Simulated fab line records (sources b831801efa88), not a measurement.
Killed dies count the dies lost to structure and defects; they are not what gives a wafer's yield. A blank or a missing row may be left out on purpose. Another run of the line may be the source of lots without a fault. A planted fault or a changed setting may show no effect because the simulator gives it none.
A single fault, viewed from 2 desks | flow sky130 | numbers are kept per desk, each desk with only its own; the story behind them comes last

THE METROLOGY DESK
What the gauges read, lot by lot, whatever tool the lot ran on: means of the sampled wafers that have a number. If a lot's mean is further than 4 standard deviations from the usual mean, the lot is out of limits and carries the mark OUT (the distance appears in the brackets).
Columns: A = cdNm at SKY_FIELD_ISO_CD_MEAS_13, usual 149.6 nm; B = FIELD_ISO_OXIDATION_01_THK at SKY_FIELD_ISO_THK_MEAS_23, usual 9.88 nm; C = FIELD_ISO_CVD_24_THK at SKY_FIELD_ISO_THK_MEAS_25, usual 592 nm
lot  | first seen here | A     | B     | C
L621 | day 2 15:01     | 148.4 | 10.04 | 597
L633 | day 5 04:40     | 150.2 | 9.87  | 591
L634 | day 5 18:02     | 150.8 | 9.64  | 590
L639 | day 6 15:07     | 149.5 | 9.61  | 594
L640 | day 6 17:41     | 149.8 | 9.84  | 597
Finding of this desk: none of the 5 lots has anything out of limits.

AT THE TOOL OWNER'S DESK: rieSi-01
The tool's own readings at SKY_FIELD_ISO_ETCH_17 (etches Si in HBr/Cl2/O2, target depth 342 nm, time 97.7 s): means of the sampled wafers that have a number, for each lot that ran on this tool. If a lot's mean is further than 4 standard deviations from the usual mean, the lot is out of limits and carries the mark OUT (the distance appears in the brackets).
Columns: A = drypumpMotorCurrentA at SKY_FIELD_ISO_ETCH_17, usual 5.8 A; B = oesProductAu at SKY_FIELD_ISO_ETCH_17, usual 0.998 a.u.; C = throttleValvePct at SKY_FIELD_ISO_ETCH_17, usual 25.658 %
lot  | first seen here | A   | B                | C
L621 | day 2 15:20     | 5.9 | 1.000            | 25.662
L633 | day 5 04:59     | 5.6 | 1.000            | 25.651
L634 | day 5 18:20     | 5.9 | 0.996            | 25.658
L640 | day 6 17:59     | 5.9 | 1.037 (+5.1) OUT | 25.630
This desk's finding: out of limits on L640; first on L640, day 6 17:59 (oesProductAu at SKY_FIELD_ISO_ETCH_17). Within limits: L621, L633, L634.

ALL TOGETHER
An alarm could have come from the tool owner's desk at day 6 17:59, on L640.
At the metrology desk, nothing out of limits was observed.
The metrology desk holds a record of L640, inside its limits.
Of the lots named, all ran SKY_FIELD_ISO_ETCH_17 on rieSi-01.

WHAT THE SIMULATOR HAD INSERTED
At SKY_FIELD_ISO_ETCH_17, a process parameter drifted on rieSi-01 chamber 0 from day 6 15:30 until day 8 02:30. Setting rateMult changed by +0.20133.
Lots struck among those shown: L640.
How many hours passed from the start of the fault until each desk's first out-of-limits reading: the tool owner's desk, 2.
